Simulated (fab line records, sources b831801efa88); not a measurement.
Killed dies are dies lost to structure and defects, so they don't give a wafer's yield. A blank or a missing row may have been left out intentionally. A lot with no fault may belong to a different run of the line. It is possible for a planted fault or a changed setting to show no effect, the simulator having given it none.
Which tool did it? / flow gf180mcu / Sampling: 6 lots, 18 wafers, 3 of 602 route steps

WHAT EACH GAUGE READ, for each wafer
GF_M4_RS_MEAS_05: uses a four-point probe to measure.
lot=L475; measured=day 23 03:52; on=film metro-02; M4_ALCU_RS (ohm/sq)=0.0693 0.0693 0.0697
lot=L478; measured=day 24 08:20; on=film metro-03; M4_ALCU_RS (ohm/sq)=0.0686 0.0693 0.0693
lot=L480; measured=day 25 08:37; on=film metro-03; M4_ALCU_RS (ohm/sq)=0.0695 0.0705 0.0680
lot=L487; measured=day 27 10:41; on=film metro-03; M4_ALCU_RS (ohm/sq)=0.0513 0.0508 0.0504
lot=L493; measured=day 29 05:53; on=film metro-03; M4_ALCU_RS (ohm/sq)=0.0697 0.0682 0.0682
lot=L496; measured=day 29 23:54; on=film metro-02; M4_ALCU_RS (ohm/sq)=0.0677 0.0703 0.0706

TOOL THAT RAN EACH LOT (tool first, then ch and the chambers of the sampled wafers, then the start)
lot=L475; GF_V3_CVD_23=cvd w-01 ch 1, day 23 03:02; GF_M4_SPUTTER_02=pvd sputter-02, day 23 03:46
lot=L478; GF_V3_CVD_23=cvd w-01 ch 0,1, day 24 07:14; GF_M4_SPUTTER_02=pvd sputter-03, day 24 08:13
lot=L480; GF_V3_CVD_23=cvd w-02 ch 0,1, day 25 07:37; GF_M4_SPUTTER_02=pvd sputter-04, day 25 08:30
lot=L487; GF_V3_CVD_23=cvd w-02 ch 0,1, day 27 09:52; GF_M4_SPUTTER_02=pvd sputter-04, day 27 10:33
lot=L493; GF_V3_CVD_23=cvd w-01 ch 0,1, day 29 05:05; GF_M4_SPUTTER_02=pvd sputter-03, day 29 05:48
lot=L496; GF_V3_CVD_23=cvd w-02 ch 0,1, day 29 22:52; GF_M4_SPUTTER_02=pvd sputter-04, day 29 23:41
- GF_V3_CVD_23: deposits W, target thk 350 nm, time 104.9 s.
- GF_M4_SPUTTER_02: material AlCu, target thk 450 nm, time 23.9 s.

THE ANSWER, worked out from the rows above alone
Rule: the lots themselves supply what counts as usual. The widest of any qualifying gaps counts: lots, ordered by their means at a reading, are off when they make up no more than a third of the lots, leave a main group of 4 or more, and stand apart from it by 3 or more times the standard deviation of that group's means. The tables above print the reading to a certain number of digits; a main group whose means all agree to those digits is not used. Also off: a lot with no number at a reading for which 4 or more lots have one. Where the step has rows for the other lots, those lots are counted as sound.
Off: L487, seen at GF_M4_RS_MEAS_05 (M4_ALCU_RS). The main group has a mean of 0.0692 ohm/sq with a standard deviation of 0.0003.
If a tool, at a process step before that reading, ran all the lots that are off and no sound lot after the first of them, it fits. The gauges at GF_M4_RS_MEAS_05 are tried like those tools. None of those tried fits.

WHAT HAD BEEN PUT IN BY THE SIMULATOR
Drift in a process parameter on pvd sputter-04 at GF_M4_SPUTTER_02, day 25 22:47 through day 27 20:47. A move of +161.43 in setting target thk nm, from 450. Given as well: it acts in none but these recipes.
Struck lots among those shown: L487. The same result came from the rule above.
